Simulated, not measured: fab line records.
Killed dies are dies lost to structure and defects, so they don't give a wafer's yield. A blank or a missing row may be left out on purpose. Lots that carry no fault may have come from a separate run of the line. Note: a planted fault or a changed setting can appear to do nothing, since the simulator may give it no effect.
Which tool did it?	flow sky130	24 lots with 72 wafers sampled at 4 steps, on a route of 708 steps

## WHAT THE GAUGES READ, wafer by wafer
SKY_VIA2_OVL_MEAS_13. Usual: VIA2_OVL typically reads 0 nm, with standard deviation 6.6.
lot	measured	on	VIA2_OVL (nm)	flag
L074	day 36 08:53	overlay-02	-4 2 2	
L075	day 36 13:02	overlay-01	5 0 7	
L077	day 37 03:10	overlay-01	-8 -1 -5	
L076	day 37 05:14	overlay-01	-11 -12 -13	
L078	day 37 08:03	overlay-01	-6 -6 -16	
L079	day 37 19:35	overlay-02	10 -1 6	
L080	day 39 02:44	overlay-01	-11 -2 -9	
L082	day 39 04:37	overlay-01	-4 -1 -2	
L081	day 39 05:24	overlay-01	16 11 13	
L083	day 39 07:41	overlay-01	-9 3 -9	
L084	day 39 11:24	overlay-01	-8 -9 -8	
L085	day 39 13:27	overlay-02	7 2 -1	
L086	day 39 23:50	overlay-01	-7 -10 -6	
L087	day 40 08:02	overlay-02	11 6 1	
L088	day 40 15:30	overlay-01	0 4 -2	
L089	day 40 16:44	overlay-02	-6 7 3	
L090	day 40 23:33	overlay-02	6 3 4	
L091	day 41 05:51	overlay-02	0 1 -6	
L092	day 41 18:26	overlay-01	4 -3 -6	
L093	day 41 22:41	overlay-02	-5 1 -4	
L094	day 42 02:21	overlay-02	4 6 4	
L095	day 42 10:35	overlay-01	2 13 17	
L096	day 42 15:42	overlay-02	4 3 5	
L097	day 42 21:08	overlay-01	8 6 12	

SKY_CAP2M_THK_MEAS_04: measures by xrf. Usual: CAP2M_TIN_THK typically reads 199.4 nm, with standard deviation 2.7.
lot	measured	on	CAP2M_TIN_THK (nm)	flag
L074	day 39 18:20	filmMetro-04	197.7 194.9 196.2	
L075	day 39 23:00	filmMetro-04	198.0 197.7 200.6	
L077	day 40 11:56	filmMetro-03	197.5 196.4 197.3	
L076	day 40 13:34	filmMetro-03	200.2 196.7 196.0	
L078	day 40 16:26	filmMetro-04	196.2 192.2 195.2	
L079	day 41 04:27	filmMetro-01	202.6 203.0 204.4	
L080	day 42 10:12	filmMetro-01	202.4 202.0 201.9	
L082	day 42 10:05	filmMetro-03	201.5 197.6 197.2	
L081	day 42 11:51	filmMetro-03	202.4 203.4 205.0	
L083	day 42 14:21	filmMetro-03	196.6 195.8 201.3	
L084	day 42 16:52	filmMetro-03	200.6 197.8 200.7	
L085	day 42 20:13	filmMetro-01	197.3 198.7 197.4	
L086	day 43 05:12	filmMetro-03	199.3 199.2 199.2	
L087	day 43 14:22	filmMetro-01	202.5 201.2 201.9	
L088	day 43 19:23	filmMetro-01	198.1 195.9 197.1	
L089	day 43 20:26	filmMetro-01	199.2 195.0 198.5	
L090	day 44 02:52	filmMetro-01	201.7 197.9 199.7	
L091	day 44 08:27	filmMetro-04	200.1 201.5 199.3	
L092	day 44 20:25	filmMetro-04	198.5 201.5 202.5	
L093	day 45 00:19	filmMetro-04	197.3 200.2 200.8	
L094	day 45 04:35	filmMetro-04	193.6 197.5 195.5	
L095	day 45 12:31	filmMetro-04	198.9 197.8 197.4	
L096	day 45 18:04	filmMetro-01	203.6 203.6 201.8	
L097	day 45 21:43	filmMetro-04	200.4 201.3 200.1	

## EACH LOT AND THE TOOL THAT RAN IT (in order: tool; ch and the chambers of the sampled wafers; start)
lot	SKY_METAL2_STRIP_20	SKY_VIA3_CMP_24
L074	plasmaAsher-01 ch 0,1, day 35 06:34	cmp-02 ch 2,3, day 39 17:32
L075	plasmaAsher-03 ch 0,1, day 35 09:35	cmp-02 ch 0,2, day 39 22:14
L077	plasmaAsher-03 ch 0,1, day 36 00:29	cmp-02 ch 0,2,3, day 40 11:18
L076	plasmaAsher-04 ch 0, day 36 02:04	cmp-01 ch 0,3, day 40 12:48
L078	plasmaAsher-03 ch 0,1, day 36 04:49	cmp-01 ch 0,2,3, day 40 15:42
L079	plasmaAsher-04 ch 0,1, day 36 16:46	cmp-01 ch 0,1,2, day 41 03:41
L080	plasmaAsher-01 ch 0,1, day 38 00:49	cmp-01 ch 0,3, day 42 09:29
L082	plasmaAsher-01 ch 0,1, day 38 01:57	cmp-02 ch 1,2, day 42 09:17
L081	plasmaAsher-04 ch 0,1, day 38 02:58	cmp-02 ch 0,2,3, day 42 11:08
L083	plasmaAsher-01 ch 0,1, day 38 05:04	cmp-02 ch 0,1,3, day 42 13:35
L084	plasmaAsher-03 ch 0,1, day 38 08:30	cmp-02 ch 0,3, day 42 16:05
L085	plasmaAsher-01 ch 0,1, day 38 10:53	cmp-02 ch 0,3, day 42 19:29
L086	plasmaAsher-04 ch 0,1, day 38 21:58	cmp-01 ch 2,3, day 43 04:29
L087	plasmaAsher-03 ch 0, day 39 06:40	cmp-01 ch 0,2,3, day 43 13:38
L088	plasmaAsher-04 ch 0,1, day 39 13:19	cmp-01 ch 0,2,3, day 43 18:31
L089	plasmaAsher-01 ch 0,1, day 39 15:13	cmp-01 ch 1,2, day 43 19:19
L090	plasmaAsher-04 ch 0,1, day 39 22:37	cmp-01 ch 1,2, day 44 02:08
L091	plasmaAsher-03 ch 0,1, day 40 04:38	cmp-01 ch 0,1,2, day 44 07:45
L092	plasmaAsher-03 ch 0,1, day 40 17:49	cmp-01 ch 0,1,3, day 44 19:39
L093	plasmaAsher-01 ch 0,1, day 40 21:22	cmp-01 ch 0,1,2, day 44 23:32
L094	plasmaAsher-03 ch 0,1, day 41 00:49	cmp-01 ch 1,2, day 45 03:48
L095	plasmaAsher-01 ch 0,1, day 41 09:37	cmp-02 ch 2,3, day 45 11:46
L096	plasmaAsher-03 ch 0,1, day 41 15:31	cmp-02 ch 0,2,3, day 45 17:22
L097	plasmaAsher-01 ch 0,1, day 41 20:34	cmp-02 ch 0,1,2, day 45 21:00
- SKY_METAL2_STRIP_20: strips in O2/N2.
- SKY_VIA3_CMP_24: polishes, stops on SiO2, t overpolish 20 s, target thk 0 nm.

## AS READ BY THE TOOLS THEMSELVES (means over the sampled wafers that have a number; for cases with no such wafer, the mark the record gives instead)
SKY_METAL2_STRIP_20. Usual: drypumpMotorCurrentA 5.9 A, standard deviation 0.63; oesProductAu 0.343 a.u., standard deviation 0.0047; stripTimeToEndpointS 2.72 s, standard deviation 0.038.
lot	tool	drypumpMotorCurrentA (A)	oesProductAu (a.u.)	stripTimeToEndpointS (s)	flag
L074	plasmaAsher-01	5.9	0.343	2.77	
L075	plasmaAsher-03	6.4	0.341	2.69	
L077	plasmaAsher-03	6.5	0.344	2.70	
L076	plasmaAsher-04	5.5	0.346	2.74	
L078	plasmaAsher-03	6.5	0.344	2.73	
L079	plasmaAsher-04	5.5	0.351	2.78	
L080	plasmaAsher-01	6.0	0.346	2.72	
L082	plasmaAsher-01	6.0	0.343	2.76	
L081	plasmaAsher-04	5.4	0.340	2.73	
L083	plasmaAsher-01	5.5	0.339	2.67	
L084	plasmaAsher-03	6.4	0.338	2.65	
L085	plasmaAsher-01	5.4	0.343	2.73	
L086	plasmaAsher-04	5.5	0.345	2.68	
L087	plasmaAsher-03	6.6	0.344	2.72	
L088	plasmaAsher-04	5.5	0.346	2.75	
L089	plasmaAsher-01	5.5	0.343	2.76	
L090	plasmaAsher-04	5.5	0.341	2.67	
L091	plasmaAsher-03	6.4	0.346	2.75	
L092	plasmaAsher-03	6.5	0.344	2.70	
L093	plasmaAsher-01	6.0	0.341	2.71	
L094	plasmaAsher-03	6.5	0.339	2.68	
L095	plasmaAsher-01	5.5	0.342	2.71	
L096	plasmaAsher-03	6.4	0.347	2.71	
L097	plasmaAsher-01	5.5	0.346	2.70	

SKY_VIA3_CMP_24. Usual: motorCurrentA 11.3 A, standard deviation 1.6; overpolishRunS 20.000 s, standard deviation 0.0089; retainingRingPressureFrac 1.000, standard deviation 0.0053; timeToEndpointS 94 s, standard deviation 5.5.
lot	tool	motorCurrentA (A)	overpolishRunS (s)	retainingRingPressureFrac	timeToEndpointS (s)	flag
L074	cmp-02	10.1	19.998	1.003	99	
L075	cmp-02	13.4	19.996	1.009	97	
L077	cmp-02	11.3	20.007	1.001	96	
L076	cmp-01	10.8	19.999	1.003	93	
L078	cmp-01	10.9	20.000	1.000	98	
L079	cmp-01	11.3	20.008	1.000	90	
L080	cmp-01	11.3	19.994	0.999	90	
L082	cmp-02	10.5	19.994	0.998	100	
L081	cmp-02	11.6	20.007	1.001	95	
L083	cmp-02	11.8	20.004	1.000	97	
L084	cmp-02	11.2	19.997	0.994	97	
L085	cmp-02	13.4	20.003	1.000	91	
L086	cmp-01	10.4	20.009	0.998	97	
L087	cmp-01	11.1	19.994	1.007	92	
L088	cmp-01	10.9	20.002	1.003	87	
L089	cmp-01	11.2	20.004	1.004	91	
L090	cmp-01	10.8	20.007	0.999	91	
L091	cmp-01	10.8	19.996	1.006	90	
L092	cmp-01	11.0	19.997	1.003	91	
L093	cmp-01	10.9	20.002	1.001	89	
L094	cmp-01	10.4	19.988	0.997	90	
L095	cmp-02	9.7	19.996	0.999	100	
L096	cmp-02	11.6	19.993	0.997	100	
L097	cmp-02	12.3	19.995	0.997	98	

## THE ANSWER, worked out from the rows above alone
Rule: lot off if the mean of its wafers having a number is beyond 3 standard deviations from the usual mean. A lot without any number at a reading at which 4 lots or more have one is off too. Where the step has rows for the other lots, those lots are counted as sound. Order of review: gauges by route order, followed by the tools' own readings, for which a lot's mean as printed above is used. The first step at which some lot is off is used, and at that step the reading that is off furthest; a lot without a number counts as furthest.
Nothing can be told from this: no lot is off at any reading shown.

## WHAT THE SIMULATOR PUT IN
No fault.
